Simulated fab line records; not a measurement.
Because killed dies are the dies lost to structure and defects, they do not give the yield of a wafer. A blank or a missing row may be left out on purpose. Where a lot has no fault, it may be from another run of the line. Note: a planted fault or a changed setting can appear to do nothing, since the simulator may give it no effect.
Struck lot and sound lot, side by side ; flow gf180mcu ; 15 steps out of a route of 602
Sound: wafers L985.4, L985.5, L985.6. Struck: wafer L997.2 (L997.1, L997.5, from the same lot, were not struck and are left out); the cause is given at the end.
Each step with rows lists, per side, the tool, then ch with its chambers, then its first start. Under that, the readings that differ: sound wafers ; struck wafers ; difference of the means ; sigmas: that difference in standard deviations of wafers without a fault.
alike: words and numbers the same on both sides, and readings whose means are apart by under 2 such deviations; not compared: readings that were withheld, readings missing a value for some wafer, numbers with overlapping values and no deviation given by the record, and bounds like >300 which may hide the same value.
Wherever a step has rows on one side only, a row that says differs or no value, or a row with sigmas, the two part there. Numbers that have no deviation but don't overlap get no sigmas and don't part them. Lack of a reading on every wafer of one side parts them only where that side has two or more wafers.

GF_M4_SPUTTER_04: material TiN, target thk 50 nm, time 41.7 s.
  sound on pvd sputter-02, day 22 09:15; struck on pvd sputter-01, day 26 19:13
  alike: throttle valve pct
GF_M4_RS_MEAS_05: measures by four-point-probe.
  sound on film metro-02, day 22 09:21; struck on film metro-04, day 26 19:15
  alike: M4_ALCU_RS
GF_M4_THK_MEAS_06: measures by xrf.
  sound on film metro-02, day 22 09:26; struck on film metro-04, day 26 19:22
  alike: M4_ALCU_THK
then, 7 steps without rows for these wafers: GF_M4_DEHYDRATE_07 (time 60 s); GF_M4_HMDS_08 (prime time 60 s); GF_M4_COAT_09 (resist thk 1000 nm); GF_M4_SOFTBAKE_10 (time 60 s); GF_M4_EXPOSE_11 (exposes mask Metal4, target cd 280 nm); GF_M4_PEB_12 (peb time 90 s); GF_M4_DEVELOP_13 (develop time 60 s).
GF_M4_CD_MEAS_14 targets a cd of 280 nm.
  sound on cd sem-02, day 23 08:10; struck on cd sem-01, day 27 15:16
  alike: cd nm
GF_M4_OVL_MEAS_15:
  sound on overlay-01, day 23 08:15; struck on overlay-02, day 27 15:23
reading;sound;struck;difference;sigmas
M4_OVL (nm);-25 -13 -8;5;+20;+3
GF_M4_METAL_ETCH_16: etches the open film in Cl2/BCl3, stops on SiO2, target depth 750.8 nm, time 125.1 s.
  sound on rie metal-02 ch 0, day 23 08:23; struck on rie metal-02 ch 0, day 27 15:25
reading;sound;struck;difference;sigmas
oes product au (a.u.);0.991 0.991 0.987;0.797;-0.193;-38
rf hours counter h (h);- - -;6;no value on the sound wafers;
throttle valve pct (%);28.233 28.214 28.233;28.425;+0.198;+22
model.KrF_of_M4_COAT_09.thk nm (nm);685.7 688.2 687.7;776.5;+89.3;
  alike: drypump motor current A, mfc cl2 sccm
GF_M4_STRIP_17: strips in O2/N2.
  sound on plasma asher-01 ch 0,1, day 23 08:34; struck on plasma asher-04 ch 0, day 27 15:33
reading;sound;struck;difference;sigmas
oes product au (a.u.);0.538 0.536 0.539;0.577;+0.039;+8
rf hours counter h (h);- - -;87;no value on the sound wafers;
strip time to endpoint s (s);7.39 7.42 7.42;8.28;+0.87;+20
  alike: drypump motor current A, heater power w, n2 flow sccm
then, 1 step without rows for these wafers: GF_M4_STRIP_18 (strips in post etch residue remover, time 1200 s).

## WHERE THEY PART
Earliest at GF_M4_OVL_MEAS_15; latest, in this record, at GF_M4_STRIP_17.

WHY: the cause the simulator had injected
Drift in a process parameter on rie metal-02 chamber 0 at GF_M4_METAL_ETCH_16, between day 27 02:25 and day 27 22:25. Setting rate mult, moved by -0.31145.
